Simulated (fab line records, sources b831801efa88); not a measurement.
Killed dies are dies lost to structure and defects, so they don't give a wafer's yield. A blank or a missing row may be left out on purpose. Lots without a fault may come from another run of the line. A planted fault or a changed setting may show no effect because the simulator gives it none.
Chamber matching | flow gf180mcu | GF_V1_CVD_02 on pecvd-01: 3 sister chambers
The step deposits SiO2 from TEOS, target thk 850 nm, time 94.851 s. 22 wafers are shown with their chamber, then 11 later ones without.

WAFERS WITH THEIR CHAMBER
wafer  | chamber | heater_power_w (W)
L074.1 | 0       | 602
L074.5 | 2       | 653
L074.6 | 0       | 652
L076.3 | 1       | 593
L076.4 | 2       | 654
L076.5 | 0       | 642
L077.1 | 2       | 602
L077.2 | 0       | 698
L077.6 | 1       | 496
L079.4 | 0       | 545
L079.5 | 2       | 663
L079.6 | 1       | 629
L083.1 | 0       | 620
L083.3 | 2       | 544
L083.5 | 1       | 637
L084.2 | 1       | 607
L084.4 | 2       | 653
L084.5 | 1       | 648
L086.1 | 2       | 576
L086.5 | 2       | 620
L086.6 | 0       | 648
L088.1 | 0       | 662

SIGNATURES (means of the wafers above)
reading        | chamber 0 | chamber 1 | chamber 2 | scatter within a chamber
heater_power_w | 633.62    | 601.67    | 620.62    | 47.7
Rule: a wafer's distance from a chamber is the root of the sum, over the readings, of the square of ((its reading less the chamber's mean) divided by the reading's scatter). The wafer belongs to the nearest chamber; if the next one is less than 2 further off, it can't be placed. The scatter: the root of (the sum of the squares of (reading less its chamber's mean) over the shown wafers, divided by (wafers less chambers)).

WAFERS WITHOUT THEIR CHAMBER
wafer  | heater_power_w (W)
L088.3 | 589
L088.4 | 629
L090.2 | 652
L090.5 | 493
L090.6 | 510
L092.1 | 573
L092.3 | 613
L092.6 | 619
L093.4 | 605
L093.5 | 502
L093.6 | 640

WHICH CHAMBER EACH WENT THROUGH
wafer  | from the rows above          | in truth
L088.3 | can't be placed: 1 or 2 or 0 | 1
L088.4 | can't be placed: 0 or 2 or 1 | 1
L090.2 | can't be placed: 0 or 2 or 1 | 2
L090.5 | can't be placed: 1 or 2 or 0 | 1
L090.6 | can't be placed: 1 or 2 or 0 | 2
L092.1 | can't be placed: 1 or 2 or 0 | 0
L092.3 | can't be placed: 2 or 1 or 0 | 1
L092.6 | can't be placed: 2 or 0 or 1 | 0
L093.4 | can't be placed: 1 or 2 or 0 | 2
L093.5 | can't be placed: 1 or 2 or 0 | 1
L093.6 | can't be placed: 0 or 2 or 1 | 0
Placed correctly: 0 of 11. Can't be placed from these rows: 11 (the true chamber is among the candidates in 11). Placed wrongly: 0.
